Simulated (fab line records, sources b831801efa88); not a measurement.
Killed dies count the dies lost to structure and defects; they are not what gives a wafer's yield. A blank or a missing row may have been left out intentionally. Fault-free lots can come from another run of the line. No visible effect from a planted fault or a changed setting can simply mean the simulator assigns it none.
Which tool did it? -- flow sky130 -- 13 lots, 39 wafers sampled, at 4 steps of a route of 708

== WHAT EACH GAUGE READ, for each wafer ==
SKY_SD_N_TW_MEAS_12. Usual: SD_N_TW 3985, standard deviation 34.
lot,measured,on,SD_N_TW,flag
L341,day 28 04:05,film-metro-03,3948 3952 3929,
L342,day 29 03:52,film-metro-02,4044 3990 4011,
L344,day 29 12:13,film-metro-03,3936 3948 3972,
L346,day 29 16:51,film-metro-02,3998 4013 4017,
L347,day 30 10:58,film-metro-03,3946 3927 3959,
L354,day 32 11:30,film-metro-02,4012 3999 4042,
L356,day 32 23:34,film-metro-03,3964 3925 3948,
L358,day 33 15:01,film-metro-03,3956 3969 3968,
L359,day 33 23:37,film-metro-02,4013 4024 4014,
L360,day 34 07:24,film-metro-01,3991 3997 4008,
L361,day 34 08:37,film-metro-02,4022 4011 4036,
L363,day 34 20:41,film-metro-02,4023 4030 4024,
L364,day 35 09:38,film-metro-03,3970 3990 3973,

SKY_METAL1_THK_MEAS_06: measures by xrf. Usual: METAL1_ALCU_THK 246.5 nm, standard deviation 2.6.
lot,measured,on,METAL1_ALCU_THK (nm),flag
L341,day 31 20:37,film-metro-01,242.6 245.9 248.6,
L342,day 32 19:22,film-metro-01,246.7 245.5 243.9,
L344,day 33 05:58,film-metro-04,245.3 245.9 245.0,
L346,day 33 08:24,film-metro-01,246.4 244.9 246.1,
L347,day 34 01:19,film-metro-04,247.9 247.2 249.7,
L354,day 36 00:31,film-metro-04,243.1 243.9 243.8,
L356,day 36 12:49,film-metro-04,245.8 242.0 242.4,
L358,day 37 03:50,film-metro-04,248.5 248.8 247.6,
L359,day 37 12:35,film-metro-04,248.8 249.6 248.5,
L360,day 37 20:07,film-metro-04,246.5 243.1 246.1,
L361,day 37 21:09,film-metro-03,251.4 249.2 253.3,
L363,day 38 08:10,film-metro-01,244.2 243.1 245.3,
L364,day 38 19:58,film-metro-03,242.0 244.5 247.6,

== WHAT TOOL EACH LOT RAN ON (gives the tool, then ch and the chambers of the sampled wafers, and finally the start) ==
lot,SKY_PWDE_DEVELOP_06,SKY_METAL1_SPUTTER_00
L341,"litho-track-01 ch 0, day 3 18:00","pvd-sputter-01, day 31 20:21"
L342,"litho-track-01 ch 0, day 4 02:00","pvd-sputter-01, day 32 19:05"
L344,"litho-track-01 ch 0, day 4 14:00","pvd-sputter-03, day 33 05:42"
L346,"litho-track-01 ch 0, day 5 00:00","pvd-sputter-04, day 33 08:08"
L347,"litho-track-04 ch 0, day 5 09:00","pvd-sputter-01, day 34 01:02"
L354,"litho-track-04 ch 0, day 7 01:00","pvd-sputter-03, day 36 00:14"
L356,"litho-track-01 ch 0, day 7 08:00","pvd-sputter-01, day 36 12:33"
L358,"litho-track-04 ch 0, day 7 20:00","pvd-sputter-04, day 37 03:35"
L359,"litho-track-01 ch 0, day 7 23:00","pvd-sputter-04, day 37 12:17"
L360,"litho-track-04 ch 0, day 8 07:00","pvd-sputter-01, day 37 19:51"
L361,"litho-track-01 ch 0, day 8 13:00","pvd-sputter-03, day 37 20:53"
L363,"litho-track-01 ch 0, day 8 23:00","pvd-sputter-04, day 38 07:53"
L364,"litho-track-01 ch 0, day 9 04:00","pvd-sputter-04, day 38 19:42"
- SKY_PWDE_DEVELOP_06: develop time 60 s.
- SKY_METAL1_SPUTTER_00: material Ti, target thk 15 nm, time 10 s.

== AS READ BY THE TOOLS THEMSELVES (means over the sampled wafers that have a number; for cases with no such wafer, the mark the record gives instead) ==
SKY_PWDE_DEVELOP_06. Usual: developer-temp-C 23.00 C, standard deviation 0.11; resist-line-temp-C 22.97 C, standard deviation 0.11.
lot,tool,developer-temp-C (C),resist-line-temp-C (C),flag
L341,litho-track-01,22.96,23.05,
L342,litho-track-01,22.88,23.05,
L344,litho-track-01,23.96,23.00,OFF
L346,litho-track-01,23.81,22.93,OFF
L347,litho-track-04,22.86,22.88,
L354,litho-track-04,23.05,22.97,
L356,litho-track-01,23.07,23.00,
L358,litho-track-04,23.02,22.89,
L359,litho-track-01,22.95,22.86,
L360,litho-track-04,22.99,22.86,
L361,litho-track-01,23.02,23.01,
L363,litho-track-01,23.02,22.99,
L364,litho-track-01,23.09,22.98,

SKY_METAL1_SPUTTER_00. Usual: throttle-valve-pct 30.5 %, standard deviation 1.1.
lot,tool,throttle-valve-pct (%),flag
L341,pvd-sputter-01,29.8,
L342,pvd-sputter-01,30.9,
L344,pvd-sputter-03,29.9,
L346,pvd-sputter-04,29.8,
L347,pvd-sputter-01,30.6,
L354,pvd-sputter-03,29.8,
L356,pvd-sputter-01,31.2,
L358,pvd-sputter-04,30.2,
L359,pvd-sputter-04,30.3,
L360,pvd-sputter-01,30.0,
L361,pvd-sputter-03,29.9,
L363,pvd-sputter-04,29.9,
L364,pvd-sputter-04,30.6,

== THE ANSWER, worked out from the rows above alone ==
Rule: take the mean of a lot's wafers that have a number; if it is more than 3 standard deviations from the usual mean, the lot is off. A lot without any number at a reading at which 4 lots or more have one is off too. All remaining lots with rows at the step are treated as sound. After the gauges, taken in route order, come the tools' own readings; for these a lot's mean is taken, as printed above. At the first step where some lot is off, the reading lying furthest off is the one used; lots without a number count as furthest.
Off: L344, L346, at SKY_PWDE_DEVELOP_06 (developer-temp-C).
A tool fits if, at that step or a process step before it, it ran every lot that is off, and no sound lot after the first of them. Of those tried, none fits.

== WHAT THE SIMULATOR HAD INSERTED ==
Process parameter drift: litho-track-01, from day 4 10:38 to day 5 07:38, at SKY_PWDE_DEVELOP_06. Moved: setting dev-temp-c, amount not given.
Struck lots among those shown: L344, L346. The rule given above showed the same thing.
